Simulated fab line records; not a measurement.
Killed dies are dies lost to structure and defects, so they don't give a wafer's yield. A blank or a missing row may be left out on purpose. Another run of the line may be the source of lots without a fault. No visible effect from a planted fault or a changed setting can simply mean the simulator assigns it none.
One fault through the eyes of 2 desks | flow sky130 | each desk has only its own numbers; what lay behind them comes last

## AT THE METROLOGY DESK
Means of the sampled wafers that have a number, per lot and without regard to the tool the lot ran on: this is what the gauges read. A lot is out of limits, marked OUT, if its mean lies more than 4 standard deviations from the usual mean; the brackets give that distance.
Columns: A = SPACER_CVD_00_THK at SKY_SPACER_THK_MEAS_01, usual 42.8 nm; B = METAL1_ALCU_THK at SKY_METAL1_THK_MEAS_06, usual 251 nm
lot  | first seen here | A              | B
L463 | day 23 08:22    | 42.1           | 247
L466 | day 24 15:26    | 42.4           | 249
L467 | day 24 22:17    | 42.7           | 247
L468 | day 25 16:13    | 43.5           | 252
L469 | day 25 20:56    | 42.3           | 260
L470 | day 26 02:06    | 43.6           | 248
L471 | day 26 08:02    | 43.5           | 244
L473 | day 27 13:49    | 50.5 (+16) OUT | 247
L474 | day 27 23:15    | 49.6 (+14) OUT | 253
L475 | day 28 00:35    | 50.5 (+16) OUT | 251
Finding of this desk: L473, L474, L475 out of limits, first seen on L473 at day 27 13:49 (SPACER_CVD_00_THK at SKY_SPACER_THK_MEAS_01). L463, L466, L467, L468, L469, L470, L471 stayed within limits.

## TOOL OWNER'S DESK, lpcvd-02
The tool's own readings at SKY_SPACER_CVD_00 (deposits Si3N4 from DCS/NH3, target thk 43.1 nm, time 740 s): means of the sampled wafers that have a number, for each lot that ran on this tool. A lot is out of limits, marked OUT, if its mean lies more than 4 standard deviations from the usual mean; the brackets give that distance.
Columns: A = pressure_mtorr at SKY_SPACER_CVD_00, usual 249.8 mTorr; B = spike_tc_bottom_C at SKY_SPACER_CVD_00, usual 791.2 C; C = spike_tc_centre_C at SKY_SPACER_CVD_00, usual 772.3 C; D = spike_tc_lower_C at SKY_SPACER_CVD_00, usual 770.9 C; E = spike_tc_top_C at SKY_SPACER_CVD_00, usual 783.0 C; F = spike_tc_upper_C at SKY_SPACER_CVD_00, usual 770.4 C; G = susceptor_temp_C at SKY_SPACER_CVD_00, usual 770.0 C
lot  | first seen here | A     | B                | C                | D                | E                | F                | G
L463 | day 23 07:10    | 250.0 | 791.2            | 772.8            | 772.3            | 784.3            | 770.7            | 769.8
L466 | day 24 14:13    | 249.2 | 790.1            | 772.1            | 772.3            | 784.6            | 770.0            | 770.1
L467 | day 24 21:05    | 249.1 | 789.9            | 774.2            | 771.6            | 783.9            | 771.5            | 770.1
L468 | day 25 15:01    | 249.5 | 791.9            | 772.2            | 768.5            | 779.9            | 769.8            | 770.1
L469 | day 25 19:43    | 250.1 | 791.0            | 771.8            | 768.6            | 781.3            | 770.6            | 770.6
L470 | day 26 00:53    | 250.2 | 791.7            | 772.5            | 771.9            | 783.8            | 770.6            | 769.8
L471 | day 26 06:50    | 250.4 | 791.0            | 772.2            | 771.7            | 784.4            | 770.5            | 769.6
L473 | day 27 12:35    | 249.8 | 801.0 (+9.8) OUT | 779.4 (+5.9) OUT | 775.8            | 789.0            | 778.5 (+8.1) OUT | 778.7 (+26) OUT
L474 | day 27 22:03    | 249.6 | 799.6 (+8.4) OUT | 781.3 (+7.5) OUT | 780.0 (+4.3) OUT | 792.8 (+4.9) OUT | 780.1 (+9.7) OUT | 778.0 (+24) OUT
L475 | day 27 23:23    | 249.8 | 799.0 (+7.8) OUT | 781.5 (+7.7) OUT | 780.7 (+4.7) OUT | 792.3 (+4.6) OUT | 779.4 (+9.0) OUT | 778.6 (+26) OUT
Finding of this desk: L473, L474, L475 out of limits; the first was L473 at day 27 12:35, on spike_tc_bottom_C at SKY_SPACER_CVD_00. L463, L466, L467, L468, L469, L470, L471 stayed within limits.

## ALL TOGETHER
The tool owner's desk had the chance to raise an alarm at day 27 12:35 on L473, L474, L475.
An alarm was possible from the metrology desk at day 27 13:49, on L473, L474, L475.
The lots listed all ran SKY_SPACER_CVD_00 on lpcvd-02.

## WHAT HAD BEEN PUT IN BY THE SIMULATOR
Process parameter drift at SKY_SPACER_CVD_00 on lpcvd-02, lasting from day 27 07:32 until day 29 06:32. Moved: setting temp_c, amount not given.
Lots struck among those shown: L473, L474, L475.
Time in hours from fault onset to the first out-of-limits reading at each desk: tool owner's desk 5, metrology desk 6.
